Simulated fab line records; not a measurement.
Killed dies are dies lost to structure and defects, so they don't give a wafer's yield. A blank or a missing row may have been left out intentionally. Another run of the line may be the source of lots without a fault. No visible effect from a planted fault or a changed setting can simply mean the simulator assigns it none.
8D (eight disciplines) problem report, filled in by code / flow gf180mcu / the parts of the form that need people (team, actions taken, sign-off) are left out

1. WHAT WENT WRONG
At GF_STI_DEHYDRATE_05, run length s averages 91.05 s over 6 wafers from 2 lots, while fault-free wafers read 89.03 s, standard deviation 0.2. That puts it +10 standard deviations away from the usual mean.
The step: time 60 s.
Earliest sighting: wafer L110.3 on litho track-03 at day 4 03:23. Wafers with a number at this step in the record: 39, from 13 lots. By rule, "out" or "out of limits" means more than 4 standard deviations away from the usual mean. Any other wafer with a number is counted as sound.

2. WHAT IT IS, AND WHAT IT ISN'T
question=which readings at this step | is=run length s | is not=chill plate temp C, plate temp C
question=which lots | is=L110, L115 | is not=L100, L101, L102, L103, L105, L116, L117, L120, L121, L122, L999
question=which wafers of those lots | is=all that have a number | is not=-
question=read on which tools | is=litho track-03 | is not=litho track-01, litho track-02
question=when | is=from day 4 03:23 | is not=up to then (18 sound wafers); but 15 sound wafers of L116, L117, L120, L121, L122 came after

3. SUSPECTS, AND WHAT RULES EACH OUT
Counting: a tool at any process step up to the reading remains a suspect when it ran all the lots that are out and ran no sound lot after the first of those.
- litho track-03 at GF_STI_DEHYDRATE_05 (time 60 s): kept. Every lot that is out went through it, starting with L110 (day 4 03:23), and after that it ran no sound lot; the last sound lot it ran before then is L105 (day 3 01:02). Its own readings are out on those wafers: run length s.
After counting, what remains is litho track-03 at GF_STI_DEHYDRATE_05.

4. THE CAUSE (what the simulator had put in)
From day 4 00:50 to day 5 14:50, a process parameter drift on litho track-03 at GF_STI_DEHYDRATE_05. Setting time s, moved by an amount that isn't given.
Counting left only this tool.

5. THE EFFECT CHAIN, in route order
Each row: a reading whose mean over the struck wafers that have a number lies more than 3 standard deviations from the usual. Only readings whose record carries a usual standard deviation are examined. hours: median over the lots of the time between each lot's start at the first step of this table that gives one and its start at this step. sigmas: the change, counted in usual standard deviations.
hours=0; step=GF_STI_DEHYDRATE_05; reading=run length s; usual=89.03 s; on struck wafers=91.05; change=+2.02; sigmas=+10
It contains these process steps:
- GF_STI_DEHYDRATE_05: time 60 s.
Later measuring or inspecting steps at which every struck wafer that the step has a row for has a number for every such reading, and none has moved that far: GF_DNWELL_TW_MEAS_09, GF_VT_IMPLANT_TW_MEAS_10.

6. HOW IT WOULD HAVE BEEN CAUGHT EARLIER
First out-of-limits reading in this record: day 4 03:23, which is 3 hours after fault onset at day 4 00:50.
